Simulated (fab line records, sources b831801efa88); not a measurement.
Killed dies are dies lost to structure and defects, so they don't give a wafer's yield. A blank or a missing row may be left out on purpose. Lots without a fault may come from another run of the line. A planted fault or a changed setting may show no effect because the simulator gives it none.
Problem report in the 8D (eight disciplines) form, filled by code | flow sfq_line | the parts of the form that need people (team, actions taken, sign-off) are left out

1. THE PROBLEM
rf_fwd_power_W at SFQ_TRILAYER_I1_VIA_ETCH_VIA_ETCH_052 reads a mean of 418.6 W on 6 wafers of 2 lots; wafers without a fault read 498.1 W with a standard deviation of 1.7. That is -47 standard deviations from the usual mean.
The step: etches SiO2 in CHF3, stops on Nb, target depth 260 nm.
First seen on wafer L119.2, day 19 08:59, on rie_diel-02. The record holds 42 wafers of 14 lots with a number at this step. Rule for "out", or "out of limits": more than 4 standard deviations from the usual mean. The other wafers with a number count as sound.

2. WHAT IT IS AND WHAT IT IS NOT
question                    | is                     | is not
which readings at this step | rf_fwd_power_W         | bias_w, drypump_motor_current_A, oes_product_au
which lots                  | L119, L120             | L106, L107, L108, L109, L110, L111, L112, L122, L126, L127, L128, L129
which wafers of those lots  | all that have a number | -
read on which tools         | rie_diel-02            | rie_diel-03, rie_diel-04
when                        | from day 19 08:59      | up to then (21 sound wafers); but 15 sound wafers of L122, L126, L127, L128, L129 came after

3. SUSPECTS, AND WHAT RULES EACH OUT
Counting: a tool at a process step up to the reading stays a suspect if it ran every lot that is out and no sound lot after the first of them.
- rie_diel-02 at SFQ_TRILAYER_I1_VIA_ETCH_VIA_ETCH_052 (etches SiO2 in CHF3, stops on Nb, target depth 260 nm): ruled out as a lasting fault. Sound lots L128 ran on it after its first lot that is out, L119 (day 19 08:59).
Left after counting: nothing in the record.

4. THE CAUSE (what the simulator had put in)
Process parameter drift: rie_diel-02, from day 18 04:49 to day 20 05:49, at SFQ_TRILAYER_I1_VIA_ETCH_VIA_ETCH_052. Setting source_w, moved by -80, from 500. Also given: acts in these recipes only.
Counting ruled it out, wrongly.

5. THE CHAIN OF EFFECTS, in route order
Each row: a reading whose mean over the struck wafers that have a number lies more than 3 standard deviations from the usual. Only readings for which the record gives a usual standard deviation are gone through. hours: the time from each lot's start at the first step in this table that gives one to its start at this step, as a median over the lots. sigmas: the change in usual standard deviations.
hours | step                                  | reading        | usual   | on struck wafers | change | sigmas
0     | SFQ_TRILAYER_I1_VIA_ETCH_VIA_ETCH_052 | rf_fwd_power_W | 498.1 W | 418.6            | -79.5  | -47
The process steps in it:
- SFQ_TRILAYER_I1_VIA_ETCH_VIA_ETCH_052: etches SiO2 in CHF3, stops on Nb, target depth 260 nm.

6. WHAT WOULD HAVE CAUGHT IT SOONER
In this record the first reading out of limits was taken at day 19 08:59, 28 hours after the fault began at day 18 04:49.
